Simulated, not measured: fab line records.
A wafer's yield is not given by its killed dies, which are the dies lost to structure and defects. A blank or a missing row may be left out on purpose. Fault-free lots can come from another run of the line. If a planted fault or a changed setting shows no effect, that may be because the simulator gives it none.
fab line records + flow sky130
record:
- lots: 5
- wafers: 15
- last-day: 50
route steps=708 shown VIA2@525 METAL3@532 CAPM@537 PAD_OPEN@708
lots with no fault: from the same line, run without faults
start-h: hours from the record's opening day to when the first of the lot's shown wafers began + wait-h: how many hours have passed since the lot's step before this one + " repeats the value in the row above + L1.1+2: one row covering several wafers at once + - either no value or no given start + * or withheld: withheld + < > ~ a bound
route shown NAME@n: names a module that has steps shown in the file, with the first one's number in the route + usual: mean/standard deviation of fault-free wafers + same: alike in all rows + chamber/n: place in a boat + sites: each site's reading + _std_site: the standard deviation of these + _edge_site: outer sites' mean less inner sites' + radius-mm: how far each site lies from the wafer's centre + mask NAME#n: copy n + behind: the tool/chamber that last shaped the wafer + hold: why the lot was held/for how many hours/how that ended + device: transistor that didn't switch, given as n, p or np + end of line: tests of these same wafers at the route's end + where a step has no rows: the recipe by itself + killed: dies that structure and defects cost at the first sort, which is not the same as the wafer's yield + map: a wafer's dies, x killed, . not, _ none there
set.NAME: the setting that was run; set.NAME@STEP: the one run at that earlier step + model.NAME: the simulator's own value behind a step, which no gauge read
certain route steps with their lots: each step a table, each wafer a row
services: a tool's chamber out of use, with start hour (start-h, from the record's first day; less than 0 if before it), hours out, and reason
== steps ==
step: SKY_VIA2_CLEAN_18
recipe:
- chemistry: IPA
- time-s: 180
- temp-c: 25
step: SKY_VIA2_CLEAN_19
recipe:
- chemistry: O3/DIW
- dry: n2-spin
step: SKY_VIA2_SPUTTER_20
recipe:
- material: TiN
- target-thk-nm: 20
- chamber-pressure-pa: 5
- power-w: 4000
- time-s: 80
step: SKY_VIA2_CVD_21
recipe:
- material: W
- target-thk-nm: 420
- time-s: 126.4
- temp-c: 400
- pressure-torr: 40
step: SKY_VIA2_CMP_24
recipe:
- stop-on: SiO2
- t-overpolish-s: 20
- down-force-psi: 3.5
- platen-rpm: 60
- target-thk-nm: 0
- pad-velocity-m-s: 0.94248
step: SKY_METAL3_SPUTTER_00
recipe:
- material: Ti
- target-thk-nm: 15
- power-w: 3000
- time-s: 10
- chamber-pressure-pa: 0.4
step: SKY_METAL3_SPUTTER_01
recipe:
- material: TiN
- target-thk-nm: 20
- power-w: 6500
- time-s: 16.7
- chamber-pressure-pa: 0.4
step: SKY_METAL3_SPUTTER_02
recipe:
- material: AlCu
- target-thk-nm: 735
- power-w: 10600
- time-s: 39.1
- chamber-pressure-pa: 0.4
step: SKY_METAL3_SPUTTER_03
recipe:
- material: Ti
- target-thk-nm: 5
- power-w: 3000
- time-s: 3.3
- chamber-pressure-pa: 0.4
step: SKY_METAL3_SPUTTER_04
recipe:
- material: TiN
- target-thk-nm: 70
- power-w: 6500
- time-s: 58.3
- chamber-pressure-pa: 0.4
step: SKY_CAPM_CVD_00
recipe:
- material: SiO2
- target-thk-nm: 15.5
- temp-c: 400
- time-s: withheld
- rf-w: 450
usual:
- heater-power-outer-w: 416/54
- heater-power-w: 692/72
| lot.wafer | tool     | chamber | start-h | wait-h | heater-power-outer-w | heater-power-w | model.SiO2_of_CAPM_CVD_00.thk-nm |
|-----------|----------|---------|---------|--------|----------------------|----------------|----------------------------------|
| L811.1    | pecvd-04 | 2       | 888.94  | 0.0    | 381                  | 770            | 15.61                            |
| L811.2    | "        | 1       | "       | "      | 358                  | 640            | 15.4                             |
| L811.6    | "        | 0       | "       | "      | 496                  | 790            | 15.81                            |
| L815.2    | pecvd-04 | 2       | 916.33  | 0.0    | 343                  | 705            | 15.49                            |
| L815.3    | "        | 1       | "       | "      | 367                  | 668            | 11.24                            |
| L815.5    | "        | 0       | "       | "      | 483                  | 757            | 15.32                            |
| L817.3    | pecvd-04 | 1       | 927.52  | 0.0    | 430                  | 736            | 11.49                            |
| L817.4    | "        | 2       | "       | "      | 414                  | 791            | 15.82                            |
| L817.5    | "        | 0       | "       | "      | 507                  | 764            | 15.48                            |
| L818.1    | pecvd-04 | 0       | 942.69  | 0.0    | 491                  | 723            | 15.49                            |
| L818.3    | "        | 2       | "       | "      | 386                  | 759            | 15.7                             |
| L818.5    | "        | 1       | "       | "      | 434                  | 751            | 11.77                            |
| L829.2    | pecvd-02 | 1       | 1009.12 | 0.0    | 490                  | 713            | 15.3                             |
| L829.4    | "        | 0       | "       | "      | 435                  | 716            | 15.77                            |
| L829.6    | "        | 2       | "       | "      | 394                  | 690            | 16.04                            |
step: SKY_CAPM_THK_MEAS_01
recipe:
- reads: SiO2_of_CAPM_CVD_00
usual:
- CAPM_CVD_00_THK: 15.54/0.22
| lot.wafer | tool          | chamber | start-h | wait-h | CAPM_CVD_00_THK[nm] |
|-----------|---------------|---------|---------|--------|---------------------|
| L811.1    | film-metro-02 | -       | 888.96  | -      | 15.62               |
| L811.2    | "             | -       | "       | "      | 15.42               |
| L811.6    | "             | -       | "       | "      | 15.77               |
| L815.2    | film-metro-03 | -       | 916.36  | -      | 15.58               |
| L815.3    | "             | -       | "       | "      | 11.25               |
| L815.5    | "             | -       | "       | "      | 15.36               |
| L817.3    | film-metro-02 | -       | 927.56  | -      | 11.45               |
| L817.4    | "             | -       | "       | "      | 15.84               |
| L817.5    | "             | -       | "       | "      | 15.46               |
| L818.1    | film-metro-04 | -       | 942.71  | -      | 15.52               |
| L818.3    | "             | -       | "       | "      | 15.72               |
| L818.5    | "             | -       | "       | "      | 11.73               |
| L829.2    | film-metro-03 | -       | 1009.15 | -      | 15.28               |
| L829.4    | "             | -       | "       | "      | 15.76               |
| L829.6    | "             | -       | "       | "      | 16.03               |
step: SKY_CAPM_SPUTTER_02
recipe:
- material: TiN
- target-thk-nm: 200
- temp-c: 300
- power-w: 6500
- time-s: 166.7
- chamber-pressure-pa: 0.4
step: SKY_CAPM_DEHYDRATE_05
recipe:
- temp-c: 200
- time-s: 60
step: SKY_CAPM_HMDS_06
recipe:
- prime-time-s: 60
- prime-temp-c: 120
step: SKY_CAPM_COAT_07
recipe:
- resist: NOVOLAK
- spin-rpm: 3000
- resist-thk-nm: 1140
step: SKY_CAPM_SOFTBAKE_08
recipe:
- temp-c: 90
- time-s: 60
- resist: NOVOLAK
step: SKY_CAPM_EXPOSE_09
recipe:
- mask-id: CAPM
- na: 0.6
- source-shape: conventional
- sigma-outer: 0.6
- polarization: unpolarized
- target-cd-nm: 1000
- dose-mj: 159
step: SKY_CAPM_PEB_10
recipe:
- temp-c: withheld
- time-s: *
- resist: NOVOLAK
step: SKY_CAPM_DEVELOP_11
recipe:
- resist: NOVOLAK
- developer: TMAH
- develop-time-s: 60
- dev-temp-c: 23
step: SKY_CAPM_METAL_ETCH_13
recipe:
- target-depth-nm: 220
- stop-on: SiO2
- chemistry: Cl2/BCl3
- target: TiN
- pressure-mtorr: 10
- icp-w: 900
- bias-w: 48.5
- Cl2_flow_sccm: 60
- bcl3-flow-sccm: 30
- time-s: 62.9
step: SKY_CAPM_STRIP_14
recipe:
- chemistry: O2/N2
- power-w: 1400
- pressure-mtorr: 1500
- platen-temp-c: withheld
- o2-flow-sccm: 3000
- n2-flow-sccm: 300
- overash-fraction: 0.5
step: SKY_CAPM_STRIP_15
recipe:
- chemistry: post-etch-residue-remover
- time-s: 1200
- temp-c: 72.5
step: SKY_CAPM_CLEAN_16
recipe:
- chemistry: IPA
- time-s: 180
- temp-c: 25
step: SKY_CAPM_CLEAN_17
recipe:
- chemistry: O3/DIW
- dry: n2-spin
step: SKY_METAL3_DEHYDRATE_05
recipe:
- temp-c: 200
- time-s: 60
step: SKY_METAL3_HMDS_06
recipe:
- prime-time-s: 60
- prime-temp-c: 120
step: SKY_METAL3_COAT_07
recipe:
- resist: BARC
- temp-c: withheld
- time-s: withheld
- spin-rpm: 3000
- resist-thk-nm: 60
step: SKY_METAL3_COAT_08
recipe:
- resist: KrF-thick
- spin-rpm: 3000
- resist-thk-nm: 1140
step: SKY_METAL3_SOFTBAKE_09
recipe:
- temp-c: 100
- time-s: 90
- resist: KrF-thick
step: SKY_METAL3_EXPOSE_10
recipe:
- mask-id: MM3
- na: 0.68
- source-shape: annular
- sigma-inner: 0.4
- sigma-outer: 0.8
- target-cd-nm: 300
- dose-mj: 28
step: SKY_METAL3_PEB_11
recipe:
- peb-temp-c: withheld
- peb-time-s: withheld
- resist: KrF-thick
step: SKY_METAL3_DEVELOP_12
recipe:
- develop-time-s: 60
- resist: KrF-thick
- dev-temp-c: 21
step: SKY_METAL3_DESCUM_15
recipe:
- chemistry: O2
- source-power-w: 150
- bias-power-w: 0
- pressure-mtorr: 10
- temp-c: 40
- time-s: 8
step: SKY_METAL3_ETCH_16
recipe:
- chemistry: N2/H2
- target: BARC
- ion-energy-ev: 200
- bias-w: 100
- pressure-mtorr: 30
- n2-flow-sccm: 100
- h2-flow-sccm: 200
- icp-w: 500
- stop-on: SiO2
- time-s: 88.2
- target-depth-a: 600
step: SKY_METAL3_ETCH_17
recipe:
- target: SiO2
- stop-on: TiN
- chemistry: C4F8/O2/Ar
- source-w: 1500
- bias-w: 1200
- pressure-mtorr: 40
- c4f8-flow-sccm: withheld
- O2_flow_sccm: 6
- Ar_flow_sccm: 300
- time-s: 3.9
- target-depth-a: 150
usual:
- oes-product-au: 0.755/0.0069
| lot.wafer | tool        | chamber | start-h | wait-h | oes-product-au | model.etch.depth-nm |
|-----------|-------------|---------|---------|--------|----------------|---------------------|
| L811.1    | rie-diel-03 | 2       | 939.33  | 0.1    | 0.752          | 15.61               |
| L811.2    | "           | 0       | "       | "      | 0.751          | 15.4                |
| L811.6    | "           | 2       | "       | "      | 0.763          | 15.81               |
| L815.2    | rie-diel-04 | 0       | 966.08  | 0.1    | 0.760          | 15.49               |
| L815.3    | "           | 3       | "       | "      | 0.657          | 11.24               |
| L815.5    | "           | 3       | "       | "      | 0.751          | 15.32               |
| L817.3    | rie-diel-01 | 2       | 977.06  | 0.0    | 0.663          | 11.49               |
| L817.4    | "           | 2       | "       | "      | 0.768          | 15.82               |
| L817.5    | "           | 3       | "       | "      | 0.754          | 15.48               |
| L818.1    | rie-diel-03 | 1       | 991.03  | 0.1    | 0.757          | 15.49               |
| L818.3    | "           | 3       | "       | "      | 0.751          | 15.7                |
| L818.5    | "           | 2       | "       | "      | 0.664          | 11.77               |
| L829.2    | rie-diel-01 | 2       | 1054.98 | 0.1    | 0.746          | 15.3                |
| L829.4    | "           | 1       | "       | "      | 0.763          | 15.77               |
| L829.6    | "           | 0       | "       | "      | 0.775          | 16.04               |
step: SKY_PAD_OPEN_PROBE_99
usual:
- defect-limited-yield: 82.3/2
- killed_at_M0_to_M3: 44/7
- killed_at_M4_up: 3.1/1.8
- killed-at-contacts: 25/5.1
- killed-at-front-end: 15/4.3
- killed-at-other: 0.3/0.61
- killed-dies: 87/9.8
- killed-open: 48/7
- killed-short: 38/6.3
same:
- gross-dies: 492
- killed-at-back-side: 0
| lot.wafer | tool      | chamber | start-h | wait-h | defect-limited-yield[%] | killed_at_M0_to_M3 | killed_at_M4_up | killed-at-contacts | killed-at-front-end | killed-at-other | killed-dies | killed-open | killed-short | model.etest.tester.sort-n-pass | model.etest.tester.sort-yield-pct | model.etest.tester.sort_bin_5_pct | model.etest.cap-mim.bv-v | model.etest.cap-mim.leak-log10-a-cm2 | model.etest.cap-mim.c-ff-um2 | model.etest.tester.sort_bin_8_pct |
|-----------|-----------|---------|---------|--------|-------------------------|--------------------|-----------------|--------------------|---------------------|-----------------|-------------|-------------|--------------|--------------------------------|-----------------------------------|-----------------------------------|--------------------------|--------------------------------------|------------------------------|-----------------------------------|
| L811.1    | prober-01 | -       | 1105.61 | 0.1    | 84.3                    | 36                 | 1               | 21                 | 19                  | 0               | 77          | 38          | 38           | 415                            | 84.35                             | 8.943                             | 13.57                    | -8.84                                | 2.337                        | 0                                 |
| L811.2    | prober-01 | -       | 1105.66 | 0.1    | 85.8                    | 22                 | 2               | 28                 | 18                  | 0               | 70          | 41          | 28           | 422                            | 85.77                             | 8.537                             | 13.71                    | -8.951                               | 2.353                        | 0                                 |
| L811.6    | prober-01 | -       | 1105.86 | 0.2    | 82.5                    | 45                 | 3               | 29                 | 9                   | 0               | 86          | 45          | 40           | 406                            | 82.52                             | 10.16                             | 14.56                    | -9.057                               | 2.297                        | 0                                 |
| L815.2    | prober-01 | -       | 1129.51 | 0.1    | 80.5                    | 47                 | 0               | 28                 | 21                  | 0               | 96          | 51          | 45           | 396                            | 80.49                             | 8.943                             | 13.84                    | -8.986                               | 2.34                         | 0                                 |
| L815.3    | prober-01 | -       | 1129.56 | 0.2    | 86.2                    | 37                 | 0               | 21                 | 9                   | 1               | 68          | 40          | 28           | 40                             | 8.13                              | 84.96                             | 9.772                    | -7.615                               | 3.233                        | 2.422e-07                         |
| L815.5    | prober-01 | -       | 1129.66 | 0.2    | 83.5                    | 40                 | 5               | 22                 | 14                  | 0               | 81          | 43          | 38           | 411                            | 83.54                             | 9.146                             | 13.9                     | -8.907                               | 2.364                        | 0                                 |
| L817.3    | prober-01 | -       | 1138.35 | 0.2    | 80.5                    | 55                 | 4               | 22                 | 15                  | 0               | 96          | 55          | 40           | 92                             | 18.7                              | 74.8                              | 10.15                    | -7.664                               | 3.172                        | 5.581e-06                         |
| L817.4    | prober-01 | -       | 1138.40 | 0.2    | 81.9                    | 45                 | 2               | 34                 | 8                   | 0               | 89          | 49          | 39           | 403                            | 81.91                             | 10.37                             | 14.22                    | -8.985                               | 2.283                        | 0                                 |
| L817.5    | prober-01 | -       | 1138.45 | 0.2    | 80.9                    | 44                 | 3               | 32                 | 15                  | 0               | 94          | 54          | 40           | 398                            | 80.89                             | 10.16                             | 14.02                    | -8.955                               | 2.343                        | 0                                 |
| L818.1    | prober-02 | -       | 1149.26 | 0.1    | 81.5                    | 42                 | 1               | 34                 | 14                  | 0               | 91          | 49          | 42           | 401                            | 81.5                              | 10.77                             | 14.31                    | -8.884                               | 2.338                        | 0                                 |
| L818.3    | prober-02 | -       | 1149.36 | 0.2    | 80.7                    | 57                 | 5               | 19                 | 14                  | 0               | 95          | 45          | 50           | 397                            | 80.69                             | 11.99                             | 14.41                    | -9.004                               | 2.325                        | 0                                 |
| L818.5    | prober-02 | -       | 1149.46 | 0.2    | 79.7                    | 52                 | 1               | 34                 | 12                  | 1               | 100         | 55          | 45           | 237                            | 48.17                             | 44.92                             | 10.73                    | -7.712                               | 3.085                        | 1.385e-05                         |
| L829.2    | prober-01 | -       | 1196.09 | 0.1    | 85.8                    | 39                 | 2               | 20                 | 9                   | 0               | 70          | 38          | 32           | 422                            | 85.77                             | 7.724                             | 13.61                    | -8.894                               | 2.381                        | 0                                 |
| L829.4    | prober-01 | -       | 1196.19 | 0.2    | 81.7                    | 48                 | 1               | 25                 | 15                  | 1               | 90          | 50          | 40           | 402                            | 81.71                             | 9.756                             | 14.47                    | -9.063                               | 2.294                        | 0                                 |
| L829.6    | prober-01 | -       | 1196.29 | 0.2    | 81.1                    | 42                 | 3               | 31                 | 17                  | 0               | 93          | 54          | 38           | 399                            | 81.1                              | 11.79                             | 14.21                    | -8.881                               | 2.263                        | 0                                 |
killed by level:class
L811.1 VIA3:geometric-particle:open=8 VIA3:geometric-particle:short=7 CONTACT:geometric-particle:open=7 VIA1:geometric-particle:open=7 FIELD_ISO:geometric-particle:short=5 LI_CONTACT:geometric-particle:open=5 CONTACT:geometric-particle:short=5 LOCAL_INTERCONNECT:geometric-particle:short=4
L811.2 CONTACT:geometric-particle:open=10 FIELD_ISO:geometric-particle:short=7 LI_CONTACT:geometric-particle:open=7 LOCAL_INTERCONNECT:geometric-particle:short=6 FIELD_ISO:geometric-particle:open=4 CONTACT:geometric-particle:short=4 VIA1:geometric-particle:open=4 VIA3:geometric-particle:open=4
L811.6 LI_CONTACT:geometric-particle:open=11 CONTACT:geometric-particle:open=8 METAL2:geometric-particle:short=8 VIA3:geometric-particle:open=7 CONTACT:geometric-particle:short=6 METAL1:geometric-particle:short=6 VIA1:geometric-particle:open=6 VIA2:geometric-particle:open=5
L815.2 VIA1:geometric-particle:open=12 CONTACT:geometric-particle:open=8 METAL2:geometric-particle:short=7 LI_CONTACT:geometric-particle:open=7 VIA2:geometric-particle:open=7 FIELD_ISO:geometric-particle:open=6 LOCAL_INTERCONNECT:geometric-particle:short=6 VIA1:geometric-particle:short=6
L815.3 VIA1:geometric-particle:open=9 LI_CONTACT:geometric-particle:open=6 VIA2:geometric-particle:open=6 LOCAL_INTERCONNECT:geometric-particle:short=5 METAL1:geometric-particle:short=5 FIELD_ISO:geometric-particle:short=4 CONTACT:geometric-particle:open=4 VIA3:geometric-particle:open=4
L815.5 VIA1:geometric-particle:open=11 VIA2:geometric-particle:open=9 CONTACT:geometric-particle:open=7 LI_CONTACT:geometric-particle:short=5 LI_CONTACT:geometric-particle:open=5 VIA1:geometric-particle:short=5 POLY_GATE:geometric-particle:short=4 CONTACT:geometric-particle:short=4
L817.3 VIA2:geometric-particle:open=11 LI_CONTACT:geometric-particle:open=10 VIA1:geometric-particle:open=7 VIA3:geometric-particle:open=7 FIELD_ISO:geometric-particle:open=6 VIA1:geometric-particle:short=6 VIA2:geometric-particle:short=6 METAL2:geometric-particle:short=5
L817.4 VIA3:geometric-particle:open=11 CONTACT:geometric-particle:open=10 CONTACT:geometric-particle:short=10 VIA1:geometric-particle:open=9 LI_CONTACT:geometric-particle:open=7 VIA2:geometric-particle:open=6 LOCAL_INTERCONNECT:geometric-particle:short=5 METAL2:geometric-particle:short=5
L817.5 VIA1:geometric-particle:open=15 CONTACT:geometric-particle:open=8 CONTACT:geometric-particle:short=8 LI_CONTACT:geometric-particle:open=7 VIA2:geometric-particle:open=6 LOCAL_INTERCONNECT:geometric-particle:short=5 VIA3:geometric-particle:open=5 SPACER:geometric-particle:open=4
L818.1 CONTACT:geometric-particle:open=11 VIA1:geometric-particle:open=11 LI_CONTACT:geometric-particle:open=9 CONTACT:geometric-particle:short=7 VIA1:geometric-particle:short=7 METAL1:geometric-particle:short=6 FIELD_ISO:geometric-particle:short=4 POLY_GATE:geometric-particle:short=4
L818.3 VIA1:geometric-particle:open=14 VIA1:geometric-particle:short=9 METAL2:geometric-particle:short=8 LI_CONTACT:geometric-particle:open=6 VIA2:geometric-particle:short=6 LOCAL_INTERCONNECT:geometric-particle:short=5 CONTACT:geometric-particle:open=5 VIA2:geometric-particle:open=5
L818.5 CONTACT:geometric-particle:open=14 VIA1:geometric-particle:open=14 CONTACT:geometric-particle:short=8 LI_CONTACT:geometric-particle:open=7 VIA3:geometric-particle:short=5 METAL1:geometric-particle:short=5 VIA1:geometric-particle:short=5 VIA3:geometric-particle:open=5
L829.2 VIA1:geometric-particle:open=8 CONTACT:geometric-particle:open=7 METAL2:geometric-particle:short=7 LI_CONTACT:geometric-particle:open=5 METAL1:geometric-particle:short=5 LOCAL_INTERCONNECT:geometric-particle:short=5 VIA2:geometric-particle:open=5 VIA3:geometric-particle:open=4
L829.4 CONTACT:geometric-particle:open=10 VIA1:geometric-particle:open=10 VIA3:geometric-particle:open=10 LI_CONTACT:geometric-particle:open=7 POLY_GATE:geometric-particle:open=5 POLY_GATE:geometric-particle:short=5 VIA1:geometric-particle:short=4 METAL2:geometric-particle:short=4
L829.6 CONTACT:geometric-particle:open=17 VIA1:geometric-particle:open=8 POLY_GATE:geometric-particle:open=6 METAL1:geometric-particle:short=6 VIA3:geometric-particle:open=5 METAL2:geometric-particle:short=5 METAL3:geometric-particle:short=5 FIELD_ISO:geometric-particle:open=4
== services ==
| tool        | chamber | start-h | hours | kind           |
|-------------|---------|---------|-------|----------------|
| pecvd-02    | -       | 866.36  | 5.5   | pm             |
| rie-diel-04 | 2       | 876.31  | 1.4   | repair         |
| rie-diel-01 | -       | 886.64  | 1.4   | repair         |
| pecvd-04    | 0       | 894.66  | 2.1   | scheduled-down |
| rie-diel-03 | 3       | 901.63  | 19.9  | repair         |
| rie-diel-04 | -       | 916.41  | 2.0   | repair         |
| rie-diel-01 | 3       | 918.59  | 4.7   | repair         |
| pecvd-04    | 2       | 930.14  | 9.1   | repair         |
| rie-diel-01 | 1       | 933.60  | -     | clean          |
| rie-diel-01 | 1       | 933.60  | 21.8  | scheduled-down |
| rie-diel-01 | 1       | 933.60  | 21.8  | vent-cycle     |
| pecvd-04    | -       | 933.86  | 5.5   | pm             |
| pecvd-04    | 2       | 945.58  | 5.0   | repair         |
| pecvd-02    | -       | 956.79  | 1.3   | repair         |
| pecvd-04    | 1       | 964.49  | 5.8   | repair         |
| rie-diel-01 | 1       | 971.73  | 6.4   | repair         |
| pecvd-04    | -       | 976.43  | 1.3   | repair         |
| pecvd-04    | 2       | 994.24  | 2.1   | scheduled-down |
| rie-diel-01 | 0       | 999.77  | 8.9   | repair         |
| pecvd-04    | 1       | 1026.38 | -     | clean          |
| pecvd-04    | 1       | 1026.38 | 29.5  | scheduled-down |
| pecvd-04    | 1       | 1026.38 | 29.5  | vent-cycle     |
| rie-diel-03 | -       | 1031.98 | 0.4   | repair         |
| rie-diel-04 | 2       | 1052.98 | 7.2   | repair         |
== key ==
first-sign:
- step: SKY_CAPM_THK_MEAS_01
- reading: CAPM_CVD_00_THK
- direction: down
- sigmas: 18
- usual: 15.54
- struck: 11.48
effect:
- step: SKY_METAL3_ETCH_17
- reading: oes-product-au
- direction: down
- sigmas: 14
- usual: 0.755
- struck: 0.662
model-effect:
- step: SKY_CAPM_CVD_00
- value: SiO2_of_CAPM_CVD_00.thk-nm
- without: 15.37
- struck: 11.5
model-effect:
- step: SKY_METAL3_ETCH_17
- value: etch.depth-nm
- without: 15.37
- struck: 11.5
model-effect:
- step: SKY_PAD_OPEN_PROBE_99
- value: etest.tester.sort-n-pass
- without: 404
- struck: 123
met-at SKY_CAPM_CVD_00
struck-wafers L815.3,L817.3,L818.5
onset-between 888.94 916.33
fault:
- kind: process-parameter-drift
- tool: pecvd-04
- chamber: 1
- onset-h: 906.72
- steps: SKY_CAPM_CVD_00
- channel: target-thk-nm
- offset: -3.8783
- shape: step
- end-h: 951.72
- acts-in: these-recipes-only
- stated: 15.5
